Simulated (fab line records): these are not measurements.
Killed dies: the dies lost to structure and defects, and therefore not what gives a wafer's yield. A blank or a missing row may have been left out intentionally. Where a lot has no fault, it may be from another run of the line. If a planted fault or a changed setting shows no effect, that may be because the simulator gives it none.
fab line records	flow sky130
record: lots: 5	wafers: 15	last-day: 50
route steps=708 shown VIA3@588 METAL4@598 CAP2M@603
lots untouched by any fault: they come from a run of this same line in which no faults occurred
start-h: the number of hours between the record's first day and the start of the first shown wafer of the lot	wait-h: how many hours have passed since the lot's step before this one	" as in the row above	L1.1+2: one row covering several wafers at once	- value missing, or start not given	* or withheld: withheld	< > ~ a bound
route shown NAME@n: a module of which the file shows steps, and the number in the route of the first	usual: the fault-free wafers' mean and standard deviation	same: alike in all rows	chamber/n: place in a boat	sites: readings site by site	_std_site: how widely they spread, as a standard deviation	_edge_site: the outer-site mean with the inner-site mean subtracted	radius-mm: how far each site lies from the wafer's centre	mask NAME#n: copy n	behind: the most recent tool/chamber to have shaped the wafer	hold: cause of the lot's hold/its duration in hours/its outcome	device: the transistor (n, p or np) that didn't switch	end of line: at the end of the route, the tests of the same wafers	a step without rows: its recipe alone	killed: dies that structure and defects cost at the first sort, which is not the same as the wafer's yield	map: shows each die of a wafer: x if killed, . if not, _ if none is there
set.NAME: the setting that was run; set.NAME@STEP: the one run at that earlier step	model.NAME: the simulator's own value behind a step, which no gauge read
lots at some steps of the route; a table a step, a row a wafer
services: a tool's chamber out of use, with start hour (start-h, from the record's first day; less than 0 if before it), hours out, and reason
== steps ==
step: SKY_VIA3_ETCH_15
recipe: target: SiO2	chemistry: C4F8/O2/Ar	target-depth-nm: 507	stop-on: TiN	mask-material: KrF-thick	source-w: 1500	bias-w: 1200	pressure-mtorr: 40	c4f8-flow-sccm: withheld	O2_flow_sccm: 6	Ar_flow_sccm: 300	time-s: 78
usual: oes-product-au: 0.946/0.0051
lot.wafer	tool	chamber	start-h	wait-h	oes-product-au	rf-hours-counter-h
L804.3	rie-diel-02	1	947.05	0.0	0.946	11
L804.5	"	3	"	"	0.945	-
L804.6	"	1	"	"	0.940	-
L809.1	rie-diel-02	3	973.00	0.0	0.951	17
L809.2	"	2	"	"	0.942	22
L809.6	"	2	"	"	0.944	-
L816.1	rie-diel-03	3	1018.06	0.0	0.943	23
L816.2	"	1	"	"	0.950	24
L816.6	"	0	"	"	0.953	-
L819.2	rie-diel-03	1	1037.36	0.0	0.945	25
L819.4	"	2	"	"	0.937	14
L819.5	"	2	"	"	0.944	-
L826.1	rie-diel-01	0	1077.36	0.0	0.950	15
L826.2	"	2	"	"	0.949	20
L826.3	"	1	"	"	0.944	16
step: SKY_VIA3_STRIP_16
recipe: chemistry: O2/N2	power-w: 1400	pressure-mtorr: 1500	platen-temp-c: withheld	o2-flow-sccm: 3000	n2-flow-sccm: 300	overash-fraction: 0.5
step: SKY_VIA3_STRIP_17
recipe: chemistry: post-etch-residue-remover	time-s: 1200	temp-c: 72.5
step: SKY_VIA3_CLEAN_18
recipe: chemistry: IPA	time-s: 180	temp-c: 25
step: SKY_VIA3_CLEAN_19
recipe: chemistry: O3/DIW	dry: n2-spin
step: SKY_VIA3_SPUTTER_20
recipe: material: TiN	target-thk-nm: 20	chamber-pressure-pa: 5	power-w: 4000	time-s: 80
step: SKY_VIA3_CVD_21
recipe: material: W	target-thk-nm: 390	time-s: 117.31	temp-c: 400	pressure-torr: 40
step: SKY_VIA3_RS_MEAS_22
recipe: thk-meas-gauge: four-point-probe	reads: W_of_VIA3_CVD_21+TiN_of_VIA3_SPUTTER_20
usual: VIA3_W_RS: 0.292/0.0046
lot.wafer	tool	chamber	start-h	wait-h	VIA3_W_RS[ohm/sq]
L804.3	film-metro-01	-	947.97	0.1	0.282
L804.5	"	-	"	"	0.286
L804.6	"	-	"	"	0.283
L809.1	film-metro-03	-	973.84	0.1	0.300
L809.2	"	-	"	"	0.300
L809.6	"	-	"	"	0.302
L816.1	film-metro-03	-	1018.90	0.1	0.293
L816.2	"	-	"	"	0.295
L816.6	"	-	"	"	0.298
L819.2	film-metro-01	-	1038.22	0.1	0.292
L819.4	"	-	"	"	0.289
L819.5	"	-	"	"	0.290
L826.1	film-metro-01	-	1078.20	0.1	0.286
L826.2	"	-	"	"	0.293
L826.3	"	-	"	"	0.296
step: SKY_VIA3_THK_MEAS_23
recipe: thk-meas-gauge: xrf	reads: W_of_VIA3_CVD_21
usual: VIA3_W_THK: 386/6.6
lot.wafer	tool	chamber	start-h	wait-h	VIA3_W_THK[nm]
L804.3	film-metro-01	-	948.07	0.1	396
L804.5	"	-	"	"	390
L804.6	"	-	"	"	392
L809.1	film-metro-03	-	973.96	0.1	380
L809.2	"	-	"	"	381
L809.6	"	-	"	"	380
L816.1	film-metro-03	-	1019.02	0.1	388
L816.2	"	-	"	"	385
L816.6	"	-	"	"	381
L819.2	film-metro-01	-	1038.33	0.1	388
L819.4	"	-	"	"	393
L819.5	"	-	"	"	391
L826.1	film-metro-01	-	1078.32	0.1	395
L826.2	"	-	"	"	386
L826.3	"	-	"	"	379
step: SKY_VIA3_CMP_24
recipe: stop-on: SiO2	t-overpolish-s: 20	down-force-psi: 3.5	platen-rpm: 60	target-thk-nm: 0	pad-velocity-m-s: 0.94248
usual: motor-current-A: 11.0/1	overpolish-run-s: 20.000/0.0099	time-to-endpoint-s: 93/3.5
lot.wafer	tool	chamber	start-h	wait-h	motor-current-A	overpolish-run-s	time-to-endpoint-s
L804.3	cmp-01	2	948.26	0.2	12.5	19.989	98
L804.5	"	3	"	"	10.8	19.992	90
L804.6	"	0	"	"	13.0	19.997	94
L809.1	cmp-01	2	974.02	0.1	11.6	19.980	91
L809.2	"	1	"	"	11.2	19.989	94
L809.6	"	3	"	"	11.1	20.019	89
L816.1	cmp-01	2	1019.08	0.1	12.4	20.008	91
L816.2	"	1	"	"	10.5	19.992	94
L816.6	"	3	"	"	11.0	19.990	91
L819.4	cmp-02	1	1038.38	0.0	10.8	19.997	95
L819.2	"	3	"	"	10.4	20.004	95
L819.5	"	1	"	"	10.7	20.000	94
L826.2	cmp-02	3	1078.38	0.0	9.9	19.997	91
L826.3	"	0	"	"	10.5	20.002	94
L826.1	"	2	"	"	9.4	20.011	99
step: SKY_METAL4_SPUTTER_00
recipe: material: Ti	target-thk-nm: 15	power-w: 3000	time-s: 10	chamber-pressure-pa: 0.4
usual: throttle-valve-pct: 30.4/1.2
lot.wafer	tool	chamber	start-h	wait-h	throttle-valve-pct
L804.3	pvd-sputter-04	-	948.41	0.1	29.6
L804.5	"	-	"	"	28.6
L804.6	"	-	"	"	29.9
L809.1	pvd-sputter-04	-	974.32	0.2	29.6
L809.2	"	-	"	"	28.1
L809.6	"	-	"	"	29.6
L816.1	pvd-sputter-01	-	1019.38	0.2	30.1
L816.2	"	-	"	"	31.2
L816.6	"	-	"	"	31.0
L819.2	pvd-sputter-02	-	1038.68	0.1	30.7
L819.4	"	-	"	"	28.9
L819.5	"	-	"	"	30.4
L826.1	pvd-sputter-04	-	1078.68	0.1	29.7
L826.2	"	-	"	"	29.6
L826.3	"	-	"	"	28.5
step: SKY_METAL4_SPUTTER_01
recipe: material: TiN	target-thk-nm: 20	power-w: 6500	time-s: 16.7	chamber-pressure-pa: 0.4
step: SKY_METAL4_SPUTTER_02
recipe: material: AlCu	target-thk-nm: 735	power-w: 10600	time-s: 39.1	chamber-pressure-pa: 0.4
usual: throttle-valve-pct: 30.4/1.2
lot.wafer	tool	chamber	start-h	wait-h	throttle-valve-pct	model.AlCu_of_METAL4_SPUTTER_02.thk-nm
L804.3	pvd-sputter-04	-	948.45	0.0	29.8	740.3
L804.5	"	-	"	"	28.4	726.4
L804.6	"	-	"	"	29.9	738.5
L809.1	pvd-sputter-04	-	974.36	0.0	29.8	726.7
L809.2	"	-	"	"	28.2	728.9
L809.6	"	-	"	"	29.7	734.8
L816.1	pvd-sputter-01	-	1019.43	0.0	30.2	736.8
L816.2	"	-	"	"	31.4	742.5
L816.6	"	-	"	"	31.4	736.4
L819.2	pvd-sputter-02	-	1038.73	0.0	30.3	750.1
L819.4	"	-	"	"	28.9	748.5
L819.5	"	-	"	"	30.8	749.3
L826.1	pvd-sputter-04	-	1078.73	0.0	29.5	736.1
L826.2	"	-	"	"	29.8	737.8
L826.3	"	-	"	"	28.2	1084
step: SKY_METAL4_SPUTTER_03
recipe: material: Ti	target-thk-nm: 5	power-w: 3000	time-s: 3.3	chamber-pressure-pa: 0.4
step: SKY_METAL4_SPUTTER_04
recipe: material: TiN	target-thk-nm: 70	power-w: 6500	time-s: 58.3	chamber-pressure-pa: 0.4
step: SKY_CAP2M_CVD_00
recipe: material: SiO2	target-thk-nm: 15.5	temp-c: 400	time-s: withheld	rf-w: 450
usual: heater-power-w: 716/130
lot.wafer	tool	chamber	start-h	wait-h	heater-power-w
L804.3	pecvd-04	2	948.56	0.0	939
L804.5	"	2	"	"	966
L804.6	"	0	"	"	735
L809.1	pecvd-04	1	974.47	0.0	593
L809.2	"	0	"	"	735
L809.6	"	0	"	"	723
L816.1	pecvd-03	2	1019.53	0.0	642
L816.2	"	0	"	"	601
L816.6	"	0	"	"	632
L819.2	pecvd-04	0	1038.83	0.0	666
L819.4	"	2	"	"	1004
L819.5	"	1	"	"	613
L826.1	pecvd-03	2	1078.83	0.0	621
L826.2	"	1	"	"	555
L826.3	"	0	"	"	593
step: SKY_CAP2M_THK_MEAS_01
recipe: reads: SiO2_of_CAP2M_CVD_00
usual: CAP2M_CVD_00_THK: 15.44/0.2
lot.wafer	tool	chamber	start-h	wait-h	CAP2M_CVD_00_THK[nm]
L804.3	film-metro-02	-	948.60	-	15.24
L804.5	"	-	"	"	15.56
L804.6	"	-	"	"	15.18
L809.1	film-metro-01	-	974.49	-	15.06
L809.2	"	-	"	"	15.14
L809.6	"	-	"	"	15.47
L816.1	film-metro-04	-	1019.57	-	15.26
L816.2	"	-	"	"	15.47
L816.6	"	-	"	"	15.59
L819.2	film-metro-01	-	1038.87	-	15.43
L819.4	"	-	"	"	15.66
L819.5	"	-	"	"	15.39
L826.1	film-metro-04	-	1078.86	-	15.29
L826.2	"	-	"	"	15.44
L826.3	"	-	"	"	15.47
step: SKY_CAP2M_SPUTTER_02
recipe: material: TiN	target-thk-nm: 200	temp-c: 300	power-w: 6500	time-s: 166.7	chamber-pressure-pa: 0.4
step: SKY_CAP2M_RS_MEAS_03
recipe: thk-meas-gauge: four-point-probe	reads: TiN_of_CAP2M_SPUTTER_02
usual: CAP2M_TIN_RS: 6.92/0.06
lot.wafer	tool	chamber	start-h	wait-h	CAP2M_TIN_RS[ohm/sq]
L804.3	film-metro-04	-	948.79	0.1	6.97
L804.5	"	-	"	"	6.96
L804.6	"	-	"	"	6.89
L809.1	film-metro-04	-	974.66	0.1	6.94
L809.2	"	-	"	"	6.93
L809.6	"	-	"	"	6.96
L816.1	film-metro-02	-	1019.74	0.1	6.83
L816.2	"	-	"	"	6.89
L816.6	"	-	"	"	6.81
L819.2	film-metro-04	-	1039.04	0.1	6.89
L819.4	"	-	"	"	6.89
L819.5	"	-	"	"	6.91
L826.1	film-metro-01	-	1079.02	0.1	6.91
L826.2	"	-	"	"	6.89
L826.3	"	-	"	"	6.93
step: SKY_CAP2M_THK_MEAS_04
recipe: thk-meas-gauge: xrf	reads: TiN_of_CAP2M_SPUTTER_02
usual: CAP2M_TIN_THK: 201.9/1.8
lot.wafer	tool	chamber	start-h	wait-h	CAP2M_TIN_THK[nm]
L804.3	film-metro-04	-	948.89	0.1	199.0
L804.5	"	-	"	"	201.2
L804.6	"	-	"	"	202.9
L809.1	film-metro-04	-	974.78	0.1	201.5
L809.2	"	-	"	"	201.5
L809.6	"	-	"	"	201.4
L816.1	film-metro-02	-	1019.86	0.1	204.1
L816.2	"	-	"	"	202.8
L816.6	"	-	"	"	205.0
L819.2	film-metro-04	-	1039.15	0.1	202.9
L819.4	"	-	"	"	203.2
L819.5	"	-	"	"	202.1
L826.1	film-metro-01	-	1079.14	0.1	203.0
L826.2	"	-	"	"	205.2
L826.3	"	-	"	"	203.1
step: SKY_CAP2M_DEHYDRATE_05
recipe: temp-c: 200	time-s: 60
step: SKY_CAP2M_HMDS_06
recipe: prime-time-s: 60	prime-temp-c: 120
step: SKY_CAP2M_COAT_07
recipe: resist: NOVOLAK	spin-rpm: 3000	resist-thk-nm: 1140
step: SKY_CAP2M_SOFTBAKE_08
recipe: temp-c: 90	time-s: 60	resist: NOVOLAK
step: SKY_CAP2M_EXPOSE_09
recipe: mask-id: CAP2M	na: 0.6	source-shape: conventional	sigma-outer: 0.6	polarization: unpolarized	target-cd-nm: 1000	dose-mj: 159
step: SKY_CAP2M_PEB_10
recipe: temp-c: withheld	time-s: *	resist: NOVOLAK
step: SKY_CAP2M_DEVELOP_11
recipe: resist: NOVOLAK	developer: TMAH	develop-time-s: 60	dev-temp-c: 23
step: SKY_CAP2M_OVL_MEAS_12
usual: CAP2M_OVL: -0.8/1.2
lot.wafer	tool	chamber	start-h	wait-h	CAP2M_OVL[nm]
L804.3	overlay-01	-	972.59	0.1	-0.7
L804.5	"	-	"	"	-1.6
L804.6	"	-	"	"	0.6
L809.1	overlay-01	-	997.30	0.1	0.1
L809.2	"	-	"	"	-0.7
L809.6	"	-	"	"	0.1
L816.1	overlay-01	-	1042.73	0.1	0.3
L816.2	"	-	"	"	0.0
L816.6	"	-	"	"	-1.0
L819.2	overlay-02	-	1061.51	0.1	-2.3
L819.4	"	-	"	"	-2.0
L819.5	"	-	"	"	-1.3
L826.1	overlay-02	-	1100.30	0.1	-0.4
L826.2	"	-	"	"	-3.0
L826.3	"	-	"	"	-1.7
step: SKY_CAP2M_METAL_ETCH_13
recipe: target-depth-nm: 220	stop-on: SiO2	chemistry: Cl2/BCl3	target: TiN	pressure-mtorr: 10	icp-w: 900	bias-w: 48.5	Cl2_flow_sccm: 60	bcl3-flow-sccm: 30	time-s: 62.9
step: SKY_CAP2M_STRIP_14
recipe: chemistry: O2/N2	power-w: 1400	pressure-mtorr: 1500	platen-temp-c: withheld	o2-flow-sccm: 3000	n2-flow-sccm: 300	overash-fraction: 0.5
usual: drypump-motor-current-A: 5.8/0.32	oes-product-au: 0.710/0.0043	strip-time-to-endpoint-s: 12.67/0.038
lot.wafer	tool	chamber	start-h	wait-h	drypump-motor-current-A	oes-product-au	rf-hours-counter-h	strip-time-to-endpoint-s
L804.3	plasma-asher-03	1	972.73	0.1	5.7	0.705	-	12.68
L804.5	"	1	"	"	5.7	0.713	-	12.66
L804.6	"	0	"	"	6.0	0.710	-	12.68
L809.1	plasma-asher-03	1	997.42	0.1	5.7	0.705	113	12.74
L809.2	"	0	"	"	6.0	0.713	113	12.72
L809.6	"	0	"	"	6.0	0.708	-	12.74
L816.1	plasma-asher-03	1	1042.84	0.1	5.7	0.717	118	12.59
L816.2	"	0	"	"	6.0	0.714	118	12.61
L816.6	"	0	"	"	6.0	0.712	-	12.61
L819.2	plasma-asher-01	1	1061.62	0.1	5.7	0.718	93	12.73
L819.4	"	1	"	"	5.7	0.708	-	12.68
L819.5	"	0	"	"	5.8	0.712	-	12.68
L826.1	plasma-asher-01	1	1100.42	0.1	5.7	0.712	97	12.73
L826.2	"	0	"	"	5.8	0.704	97	12.69
L826.3	"	1	"	"	5.7	0.710	-	12.72
step: SKY_CAP2M_STRIP_15
recipe: chemistry: post-etch-residue-remover	time-s: 1200	temp-c: 72.5
step: SKY_CAP2M_CLEAN_16
recipe: chemistry: IPA	time-s: 180	temp-c: 25
step: SKY_CAP2M_CLEAN_17
recipe: chemistry: O3/DIW	dry: n2-spin
step: SKY_METAL4_DEHYDRATE_05
recipe: temp-c: 200	time-s: 60
step: SKY_METAL4_HMDS_06
recipe: prime-time-s: 60	prime-temp-c: 120
step: SKY_METAL4_COAT_07
recipe: resist: BARC	temp-c: withheld	time-s: withheld	spin-rpm: 3000	resist-thk-nm: 60
step: SKY_METAL4_COAT_08
recipe: resist: KrF-thick	spin-rpm: 3000	resist-thk-nm: 1140
step: SKY_METAL4_SOFTBAKE_09
recipe: temp-c: 100	time-s: 90	resist: KrF-thick
step: SKY_METAL4_EXPOSE_10
recipe: mask-id: MM4	na: 0.68	source-shape: annular	sigma-inner: 0.4	sigma-outer: 0.8	target-cd-nm: 300	dose-mj: 28
step: SKY_METAL4_PEB_11
recipe: peb-temp-c: withheld	peb-time-s: withheld	resist: KrF-thick
step: SKY_METAL4_DEVELOP_12
recipe: develop-time-s: 60	resist: KrF-thick	dev-temp-c: 21
step: SKY_METAL4_CD_MEAS_13
recipe: target-cd-nm: 300
usual: cd-nm: 299.1/1.5
lot.wafer	tool	chamber	start-h	wait-h	cd-nm
L804.3	cd-sem-02	-	997.01	-	299.3
L804.5	"	-	"	"	298.5
L804.6	"	-	"	"	300.1
L809.1	cd-sem-02	-	1020.17	-	296.9
L809.2	"	-	"	"	298.8
L809.6	"	-	"	"	299.6
L816.1	cd-sem-01	-	1066.02	-	297.5
L816.2	"	-	"	"	297.3
L816.6	"	-	"	"	296.3
L819.2	cd-sem-02	-	1083.79	-	299.3
L819.4	"	-	"	"	299.4
L819.5	"	-	"	"	299.6
L826.1	cd-sem-01	-	1121.33	-	298.3
L826.2	"	-	"	"	298.4
L826.3	"	-	"	"	300.0
step: SKY_METAL4_METAL_ETCH_18
recipe: target-depth-a: 8450	stop-on: SiO2	over-etch-frac: 0.3	time-s: 183.1	chemistry: Cl2/BCl3	resist-sidewall-deg: 88	pressure-mtorr: 10	icp-w: 900	bias-w: 48.5	Cl2_flow_sccm: 60	bcl3-flow-sccm: 30
usual: drypump-motor-current-A: 5.8/0.37	oes-product-au: 0.866/0.006	throttle-valve-pct: 22.264/0.0088
same: over-etch-frac: 0.3
lot.wafer	tool	chamber	start-h	wait-h	drypump-motor-current-A	oes-product-au	rf-hours-counter-h	throttle-valve-pct
L804.3	rie-metal-03	1	997.33	0.1	6.2	0.875	-	22.268
L804.5	"	0	"	"	5.4	0.855	-	22.275
L804.6	"	1	"	"	6.2	0.863	-	22.267
L809.1	rie-metal-01	0	1020.47	0.0	5.9	0.866	15	22.273
L809.2	"	1	"	"	6.1	0.870	19	22.256
L809.6	"	0	"	"	5.9	0.864	-	22.251
L816.1	rie-metal-01	0	1066.32	0.0	5.9	0.867	18	22.256
L816.2	"	1	"	"	6.1	0.872	23	22.262
L816.6	"	0	"	"	5.9	0.856	-	22.265
L819.2	rie-metal-01	0	1084.07	0.0	5.9	0.877	19	22.265
L819.4	"	1	"	"	6.1	0.876	-	22.255
L819.5	"	1	"	"	6.1	0.873	-	22.277
L826.1	rie-metal-01	0	1121.64	0.0	5.9	0.864	22	22.246
L826.2	"	1	"	"	6.1	0.864	27	22.259
L826.3	"	0	"	"	5.9	1.007	-	22.254
== services ==
tool	chamber	start-h	hours	kind
plasma-asher-01	-	924.18	2.8	pm
pvd-sputter-01	-	932.95	8.8	repair
rie-diel-02	1	937.71	7.3	repair
rie-diel-03	2	948.06	3.2	repair
pvd-sputter-01	-	957.74	1.2	repair
rie-diel-02	-	963.34	2.8	pm
cmp-02	-	970.90	11.5	pm
plasma-asher-03	-	972.97	1.6	repair
plasma-asher-01	-	982.05	14.0	repair
pecvd-03	-	982.82	2.8	pm
plasma-asher-01	-	985.93	11.8	repair
pvd-sputter-01	-	988.33	20.5	repair
pecvd-03	2	989.75	4.5	repair
cmp-01	-	991.06	3.6	repair
rie-diel-03	1	991.65	13.5	repair
plasma-asher-03	-	1026.99	1.8	repair
cmp-01	-	1036.35	3.8	repair
cmp-01	-	1036.82	4.3	repair
cmp-01	-	1038.90	1.0	repair
plasma-asher-03	-	1055.25	9.0	pm
rie-metal-01	-	1055.58	0.8	repair
cmp-01	-	1085.44	4.0	pm
rie-metal-01	-	1104.86	2.8	pm
pecvd-04	-	1121.55	2.8	pm
== key ==
first-sign: step: SKY_METAL4_METAL_ETCH_18	reading: oes-product-au	direction: up	sigmas: 24	usual: 0.866	struck: 1.007
effect none on later readings
model-effect: step: SKY_METAL4_SPUTTER_02	value: AlCu_of_METAL4_SPUTTER_02.thk-nm	without: 739.9	struck: 1084
met-at SKY_METAL4_SPUTTER_02
struck-wafers L826.3
later-rows-left-out L826.3
sort-left-out L826.3
onset-between 974.36 1078.73
fault: kind: process-parameter-drift	tool: pvd-sputter-04	chamber: -	onset-h: 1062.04	steps: SKY_METAL4_SPUTTER_02	channel: target-thk-nm	offset: 344.38	shape: step	end-h: 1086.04	acts-in: these-recipes-only	stated: 735	scope: struck-wafers-only
sort-left-out: the simulated sort isn't trusted on such a fault, so these wafers' sort isn't shown, and their yield isn't known
later-rows-left-out: the simulator's readings of these wafers behind a module that went badly wrong aren't trusted and aren't shown, but for the sort
